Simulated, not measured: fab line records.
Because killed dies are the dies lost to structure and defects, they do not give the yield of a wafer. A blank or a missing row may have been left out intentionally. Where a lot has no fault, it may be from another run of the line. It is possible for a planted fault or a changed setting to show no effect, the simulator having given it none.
A single fault, viewed from 2 desks | flow gf180mcu | what lay behind the numbers comes last; until then each desk has only its own

AT THE TOOL OWNER'S DESK: implanter-02
The tool's own readings at GF_HV_LDD_IMPLANT_48: means of the sampled wafers that have a number, for each lot that ran on this tool. A lot is out of limits, marked OUT, if its mean lies more than 4 standard deviations from the usual mean; the brackets give that distance.
Columns: A = doseIonsCm2 at GF_HV_LDD_IMPLANT_48, usual 3e+13; B = endStationPressureTorr at GF_HV_LDD_IMPLANT_48, usual 5.1e-06 Torr
lot  | first seen here | A               | B
L698 | day 13 19:55    | 3e+13           | 5.1e-06
L701 | day 15 03:59    | 3e+13 (-31) OUT | 5.1e-06
L703 | day 15 19:10    | 3e+13 (-32) OUT | 5.2e-06
L704 | day 16 05:23    | 3e+13 (-32) OUT | 5.2e-06
This desk's finding: out of limits on L701, L703, L704; first on L701, day 15 03:59 (doseIonsCm2 at GF_HV_LDD_IMPLANT_48). L698 stayed within limits.

AT THE METROLOGY DESK
What the gauges read for every lot (on any tool): the sampled wafers with a number, averaged. A lot is out of limits, marked OUT, if its mean lies more than 4 standard deviations from the usual mean; the brackets give that distance.
Columns: A = HV_LDD_3_TW at GF_HV_LDD_TW_MEAS_38, usual 1439; B = cdNm at GF_HV_LDD_CD_MEAS_46, usual 399.7 nm; C = HV_LDD_03_OVL at GF_HV_LDD_OVL_MEAS_47, usual 0.1 nm
lot  | first seen here | A    | B     | C
L695 | day 12 01:07    | 1413 | 398.5 | 2.4
L698 | day 12 23:39    | 1455 | 397.3 | -0.3
L701 | day 14 06:34    | 1439 | 396.4 | 0.5
L703 | day 14 21:01    | 1440 | 400.7 | -2.9
L704 | day 15 07:15    | 1438 | 399.2 | -0.9
L713 | day 18 02:52    | 1421 | 398.5 | 0.6
L714 | day 18 12:51    | 1446 | 402.2 | 0.3
This desk found nothing out of limits on any of the 7 lots.

BROUGHT TOGETHER
At day 15 03:59, on L701, L703, L704, the tool owner's desk was in a position to raise an alarm.
The metrology desk saw nothing out of limits.
The metrology desk has L701, L703, L704 on record, within its limits.
The lots listed all ran GF_HV_LDD_IMPLANT_48 on implanter-02.

WHAT HAD BEEN PUT IN BY THE SIMULATOR
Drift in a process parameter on implanter-02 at GF_HV_LDD_IMPLANT_48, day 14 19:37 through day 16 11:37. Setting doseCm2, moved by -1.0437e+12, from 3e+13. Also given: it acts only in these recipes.
Struck lots among those shown: L701, L703, L704.
How many hours passed from the start of the fault until each desk's first out-of-limits reading: the tool owner's desk, 8.
